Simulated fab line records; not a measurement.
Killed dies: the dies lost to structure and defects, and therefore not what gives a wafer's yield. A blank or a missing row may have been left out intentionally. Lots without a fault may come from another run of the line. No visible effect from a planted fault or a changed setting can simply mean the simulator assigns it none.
Matching of chambers + flow gf180mcu + 4 sister chambers for GF_POLY_GATE_ETCH_12 on rie diel-01
The step etches BARC in N2/H2. 14 wafers are shown with their chamber, then 7 later ones without.

## WAFERS WITH THEIR CHAMBER
| wafer  | chamber | oes product au (a.u.) | throttle valve pct (%) | chamber pressure mTorr (mTorr) |
|--------|---------|-----------------------|------------------------|--------------------------------|
| L649.1 | 0       | 0.733                 | 13.229                 | 30.025                         |
| L649.2 | 3       | 0.731                 | 13.215                 | 29.999                         |
| L649.4 | 2       | 0.728                 | 13.216                 | 29.984                         |
| L653.1 | 3       | 0.734                 | 13.215                 | 30.041                         |
| L653.2 | 2       | 0.737                 | 13.230                 | 30.037                         |
| L653.5 | 3       | 0.729                 | 13.213                 | 29.942                         |
| L656.1 | 2       | 0.730                 | 13.215                 | 29.995                         |
| L656.4 | 1       | 0.743                 | 13.212                 | 29.990                         |
| L656.5 | 1       | 0.732                 | 13.236                 | 30.032                         |
| L662.1 | 3       | 0.735                 | 13.216                 | 30.002                         |
| L662.3 | 1       | 0.739                 | 13.215                 | 29.996                         |
| L662.5 | 0       | 0.737                 | 13.213                 | 30.063                         |
| L666.4 | 0       | 0.740                 | 13.226                 | 29.969                         |
| L666.5 | 2       | 0.739                 | 13.221                 | 29.970                         |

SIGNATURES (averages over the wafers above)
| reading                | chamber 0 | chamber 1 | chamber 2 | chamber 3 | scatter within a chamber |
|------------------------|-----------|-----------|-----------|-----------|--------------------------|
| oes product au         | 0.73667   | 0.73800   | 0.73350   | 0.73225   | 0.00441                  |
| throttle valve pct     | 13.22267  | 13.22100  | 13.22050  | 13.21475  | 0.00795                  |
| chamber pressure mTorr | 30.01900  | 30.00600  | 29.99650  | 29.99600  | 0.036                    |
Rule: distance of a wafer from a chamber = root of the sum over the readings of ((wafer's reading minus chamber's mean) / reading's scatter) squared. If the next closest chamber is less than 2 further off than the closest, the wafer can't be placed; otherwise it belongs to the closest. The scatter: the root of (the sum of the squares of (reading less its chamber's mean) over the shown wafers, divided by (wafers less chambers)).

## WAFERS WITHOUT THEIR CHAMBER
| wafer  | oes product au (a.u.) | throttle valve pct (%) | chamber pressure mTorr (mTorr) |
|--------|-----------------------|------------------------|--------------------------------|
| L666.6 | 0.728                 | 13.224                 | 29.998                         |
| L669.2 | 0.742                 | 13.218                 | 30.016                         |
| L669.4 | 0.736                 | 13.219                 | 30.005                         |
| L669.5 | 0.738                 | 13.210                 | 29.991                         |
| L670.2 | 0.746                 | 13.210                 | 30.009                         |
| L670.5 | 0.732                 | 13.226                 | 29.993                         |
| L670.6 | 0.733                 | 13.211                 | 30.026                         |

## WHICH CHAMBER EACH WENT THROUGH
| wafer  | from the rows above               | in truth |
|--------|-----------------------------------|----------|
| L666.6 | can't be placed: 2 or 3 or 0 or 1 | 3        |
| L669.2 | can't be placed: 1 or 0 or 2 or 3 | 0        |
| L669.4 | can't be placed: 1 or 0 or 2 or 3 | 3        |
| L669.5 | can't be placed: 3 or 1 or 2 or 0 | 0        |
| L670.2 | can't be placed: 1 or 0 or 2 or 3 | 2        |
| L670.5 | can't be placed: 2 or 0 or 3 or 1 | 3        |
| L670.6 | can't be placed: 3 or 2 or 0 or 1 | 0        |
Correct placement for 0 of the 7. Can't be placed from these rows: 7 (the true chamber is among the candidates in 7). Number placed wrongly: 0.
